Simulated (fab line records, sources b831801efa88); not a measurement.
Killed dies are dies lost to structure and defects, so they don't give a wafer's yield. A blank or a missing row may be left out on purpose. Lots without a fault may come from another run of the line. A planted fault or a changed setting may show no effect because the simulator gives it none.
A struck lot beside a sound one | flow sfq_line | 42 steps out of a route of 325
Sound: wafers L654.2, L654.3, L654.5. Struck: wafer L665.6. (L665.3, L665.5 of the same lot were not struck and are left out.) The cause comes at the end.
At each step with rows: each side's tool, then ch and its chambers, then its first start. Under that, the readings that differ: sound wafers | struck wafers | difference of the means | sigmas: that difference in standard deviations of wafers without a fault.
alike: readings whose means differ by less than 2 such deviations, and words and numbers that are the same on both sides. not compared: withheld readings, readings that some wafer has no value for, bounds like >300 that may hide the same value, and numbers for which the record gives no deviation and whose values overlap.
The two part at a step that has a row with sigmas, a row that says differs or no value, or rows on one side only. Numbers that don't overlap but have no deviation are shown without sigmas and don't part them. A reading that every wafer of one side lacks parts them only if that side has two wafers or more.

first, 6 steps without rows for these wafers: SFQ_TRILAYER_L0_VIA_LITHO_COAT_018 (resist thk 62 nm); SFQ_TRILAYER_L0_VIA_LITHO_COAT_013 (resist thk 650 nm); SFQ_TRILAYER_L0_VIA_LITHO_SOFTBAKE_017; SFQ_TRILAYER_L0_VIA_LITHO_EXPOSE_014 (exposes mask L0V, target cd 700 nm); SFQ_TRILAYER_L0_VIA_LITHO_PEB_016 (peb time 60 s); SFQ_TRILAYER_L0_VIA_LITHO_DEVELOP_015 (time 60 s).
SFQ_L0V_OVL_MEAS_903:
  sound on overlay-02, day 5 14:19; struck on overlay-01, day 8 05:49
  alike: L0V_OVL
SFQ_TRILAYER_L0_VIA_BARC_OPEN_VIA_ETCH_021: etches BARC in O2, target depth 125 nm, time 41.7 s.
  sound on rie_diel-02 ch 0,2, day 5 14:20; struck on rie_diel-04 ch 3, day 8 05:50
  alike: drypump_motor_current_A, oes_product_au
  not compared: rf_hours_counter_h
SFQ_TRILAYER_L0_VIA_ETCH_VIA_ETCH_016: etches SiO2 in CHF3, stops on MoNx KI, target depth 80 nm.
  sound on rie_diel-02 ch 0,2, day 5 14:23; struck on rie_diel-04 ch 3, day 8 05:53
  alike: drypump_motor_current_A, oes_product_au
then, 3 steps without rows for these wafers: SFQ_TRILAYER_L0_VIA_STRIP_STRIP_017 (strips in O2); SFQ_TRILAYER_L0_VIA_STRIP_SOLV_CLEAN_018 (cleans in NMP, time 600 s); SFQ_TRILAYER_M0_DEP_PRE_CLEAN_020 (time 15 s).
SFQ_TRILAYER_M0_DEP_SPUTTER_019: material Nb, target thk 200 nm, time 133.3 s.
  sound on pvd_sputter-04, day 5 15:14; struck on pvd_sputter-04, day 8 06:44
  reading                                             | sound           | struck | difference | sigmas
  model.Nb_of_TRILAYER_M0_DEP_SPUTTER_019.thk_nm (nm) | 200.8 197 198.5 | 220.4  | +21.6      |
  alike: base_pressure_pa, chamber_pressure_pa, throttle_valve_pct
SFQ_M0_RS_MEAS_904: measures by four-point-probe.
  sound on film_metro-04, day 5 15:20; struck on film_metro-01, day 8 06:52
  reading           | sound             | struck | difference | sigmas
  M0_NB_RS (ohm/sq) | 0.885 0.902 0.898 | 0.810  | -0.085     | -8
then, 6 steps without rows for these wafers: SFQ_TRILAYER_M0_LITHO_COAT_026 (resist thk 62 nm); SFQ_TRILAYER_M0_LITHO_COAT_021 (resist thk 600 nm); SFQ_TRILAYER_M0_LITHO_SOFTBAKE_025; SFQ_TRILAYER_M0_LITHO_EXPOSE_022 (exposes mask M0, target cd 500 nm); SFQ_TRILAYER_M0_LITHO_PEB_024 (peb time 60 s); SFQ_TRILAYER_M0_LITHO_DEVELOP_023 (time 60 s).
SFQ_M0_OVL_MEAS_906:
  sound on overlay-02, day 6 09:37; struck on overlay-02, day 9 06:29
  alike: M0_OVL
SFQ_TRILAYER_M0_BARC_OPEN_METAL_ETCH_031: etches BARC in O2, target depth 125 nm, time 41.7 s.
  sound on rie_metal-01 ch 0,1, day 6 09:38; struck on rie_metal-04 ch 0, day 9 06:32
  alike: drypump_motor_current_A, oes_product_au
  not compared: rf_hours_counter_h
SFQ_TRILAYER_M0_ETCH_METAL_ETCH_024: etches Nb in Cl2/Ar, stops on SiO2, target depth 240 nm, time 120 s.
  sound on rie_metal-01 ch 0,1, day 6 09:42; struck on rie_metal-04 ch 0, day 9 06:37
  reading               | sound             | struck | difference | sigmas
  oes_product_au (a.u.) | 0.891 0.893 0.893 | 0.950  | +0.058     | +8
  alike: drypump_motor_current_A
  not compared: rf_hours_counter_h
then, 4 steps without rows for these wafers: SFQ_TRILAYER_M0_STRIP_STRIP_025 (strips in O2); SFQ_TRILAYER_M0_STRIP_SOLV_CLEAN_026 (cleans in NMP, time 600 s); SFQ_TRILAYER_I0_DEP_PECVD_027 (deposits SiO2 from SiH4/N2O, time 111.11 s, target thk 500 nm); SFQ_TRILAYER_I0_CMP_CMP_028 (polishes SiO2).
SFQ_I0_BOW_MEAS_907:
  sound on film_metro-03, day 6 18:02; struck on film_metro-03, day 9 10:50
  alike: I0_BOW
SFQ_TRILAYER_I0_METRO_MEASURE_029:
  sound on film_metro-03, day 6 18:20; struck on film_metro-03, day 9 11:19
  alike: thk_nm
then, 6 steps without rows for these wafers: SFQ_TRILAYER_I0_VIA_LITHO_COAT_036 (resist thk 62 nm); SFQ_TRILAYER_I0_VIA_LITHO_COAT_031 (resist thk 650 nm); SFQ_TRILAYER_I0_VIA_LITHO_SOFTBAKE_035; SFQ_TRILAYER_I0_VIA_LITHO_EXPOSE_032 (exposes mask I0, target cd 500 nm); SFQ_TRILAYER_I0_VIA_LITHO_PEB_034 (peb time 60 s); SFQ_TRILAYER_I0_VIA_LITHO_DEVELOP_033 (time 60 s).
-- the record jumps here: 5 days lie between the struck wafers' starts before and after --
SFQ_I0_OVL_MEAS_908:
  sound on overlay-01, day 10 07:20; struck on overlay-01, day 14 07:11
  reading     | sound   | struck | difference | sigmas
  I0_OVL (nm) | 4 16 12 | -3     | -14        | -2
then, 2 steps without rows for these wafers: SFQ_TRILAYER_I0_VIA_BARC_OPEN_VIA_ETCH_046 (etches BARC in O2, target depth 125 nm, time 41.7 s); SFQ_TRILAYER_I0_VIA_ETCH_VIA_ETCH_034 (etches SiO2 in CHF3, stops on Nb, target depth 260 nm).
SFQ_TRILAYER_I0_VIA_STRIP_STRIP_035: strips in O2.
  sound on rie_metal-04 ch 0,1, day 10 07:31; struck on rie_metal-04 ch 0, day 14 07:33
  alike: drypump_motor_current_A, oes_product_au
  not compared: rf_hours_counter_h
then, 2 steps without rows for these wafers: SFQ_TRILAYER_I0_VIA_STRIP_SOLV_CLEAN_036 (cleans in NMP, time 600 s); SFQ_TRILAYER_M1_DEP_PRE_CLEAN_038 (time 22.5 s).
-- the record jumps here: 72 days lie between the struck wafers' starts before and after --
SFQ_M8_BOW_MEAS_951:
  sound on film_metro-01, day 83 10:56; struck on film_metro-02, day 86 00:13
  reading                 | sound                | struck | difference | sigmas
  M8_BOW (um)             | -6 -1 -17            | 16     | +24        | +2
  model.etest.m0.ohm_um   | 1.772 1.814 1.798    | 1.613  | -0.182     |
  model.etest.i0.link_ohm | 1.976 1.989 1.98     | 1.866  | -0.116     |
  model.etest.m0.ohm_sq   | 0.8864 0.9033 0.8966 | 0.8075 | -0.0879    |

WHERE THEY PART
First at SFQ_M0_RS_MEAS_904; last, within this record, at SFQ_M8_BOW_MEAS_951.

WHY: what the simulator had put in
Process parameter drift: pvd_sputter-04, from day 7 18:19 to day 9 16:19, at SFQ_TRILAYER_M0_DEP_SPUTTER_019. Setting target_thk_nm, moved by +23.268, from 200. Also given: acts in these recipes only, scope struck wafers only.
